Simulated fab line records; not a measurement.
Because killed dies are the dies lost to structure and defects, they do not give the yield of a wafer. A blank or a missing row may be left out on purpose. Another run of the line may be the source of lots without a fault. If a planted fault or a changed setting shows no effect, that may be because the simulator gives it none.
2 desks looking at one fault :: flow gf180mcu :: each desk holds nothing but its own numbers, with what lay behind them at the end

THE METROLOGY DESK
What the gauges read for every lot (on any tool): the sampled wafers with a number, averaged. Marked OUT: a lot whose mean sits more than 4 standard deviations from the usual mean, which makes it out of limits; the brackets give that distance.
Columns: A = VT_IMPLANT_03_OVL at GF_VT_IMPLANT_OVL_MEAS_40, usual 0.0 nm; B = VT_IMPLANT_4_TW at GF_VT_IMPLANT_TW_MEAS_43, usual 689
lot: L891
first seen here: day 7 23:18
A: -0.5
B: 691

lot: L892
first seen here: day 8 12:01
A: 0.2
B: 690

lot: L893
first seen here: day 8 16:45
A: 1.2
B: 690

lot: L894
first seen here: day 9 00:18
A: -0.8
B: 688

lot: L895
first seen here: day 9 05:36
A: 1.6
B: 690

lot: L896
first seen here: day 9 12:04
A: -0.0
B: 642 (-10) OUT

lot: L898
first seen here: day 9 22:03
A: -0.3
B: 637 (-11) OUT

lot: L901
first seen here: day 10 17:34
A: -1.3
B: 682

lot: L906
first seen here: day 12 03:28
A: 0.3
B: 693

lot: L909
first seen here: day 12 18:10
A: -0.2
B: 685

lot: L910
first seen here: day 13 04:29
A: 0.7
B: 684

lot: L912
first seen here: day 13 18:30
A: -0.6
B: 683
This desk reports L896, L898 out of limits; the earliest was L896 at day 9 12:21 (VT_IMPLANT_4_TW at GF_VT_IMPLANT_TW_MEAS_43). L891, L892, L893, L894, L895, L901, L906, L909, L910, L912 stayed within limits.

DESK OF THE TOOL OWNER: implanter-02
For each lot that ran on this tool, the mean over its sampled wafers that have a number, from the tool's own readings at GF_VT_IMPLANT_IMPLANT_41. Marked OUT: a lot whose mean sits more than 4 standard deviations from the usual mean, which makes it out of limits; the brackets give that distance.
Columns: A = dose-ions-cm2 at GF_VT_IMPLANT_IMPLANT_41, usual 1.013e+12; B = faraday-current-uA at GF_VT_IMPLANT_IMPLANT_41, usual 5.71
lot: L891
first seen here: day 7 23:20
A: 1.014e+12
B: 5.79

lot: L892
first seen here: day 8 12:07
A: 1.013e+12
B: 5.75

lot: L894
first seen here: day 9 00:20
A: 1.013e+12
B: 5.79

lot: L895
first seen here: day 9 05:38
A: 1.014e+12
B: 5.64

lot: L896
first seen here: day 9 12:06
A: 7.972e+11 (-99 or more) OUT
B: 4.59 (-10) OUT

lot: L898
first seen here: day 9 22:05
A: 7.984e+11 (-99 or more) OUT
B: 4.50 (-11) OUT
This desk's verdict: out of limits on L896, L898, starting with L896 at day 9 12:06 (dose-ions-cm2 at GF_VT_IMPLANT_IMPLANT_41). L891, L892, L894, L895 stayed within limits.

BROUGHT TOGETHER
The tool owner's desk had the chance to raise an alarm at day 9 12:06 on L896, L898.
L896, L898 would have let the metrology desk raise an alarm at day 9 12:21.
All the named lots went through GF_VT_IMPLANT_IMPLANT_41 on implanter-02.

WHAT THE SIMULATOR PUT IN
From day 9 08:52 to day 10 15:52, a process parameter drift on implanter-02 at GF_VT_IMPLANT_IMPLANT_41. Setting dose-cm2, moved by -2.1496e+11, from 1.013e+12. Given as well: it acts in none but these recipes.
Shown lots that were struck: L896, L898.
Delay (hours) between the fault's onset and each desk's first out-of-limits reading: 3 at the tool owner's desk, 3 at the metrology desk.
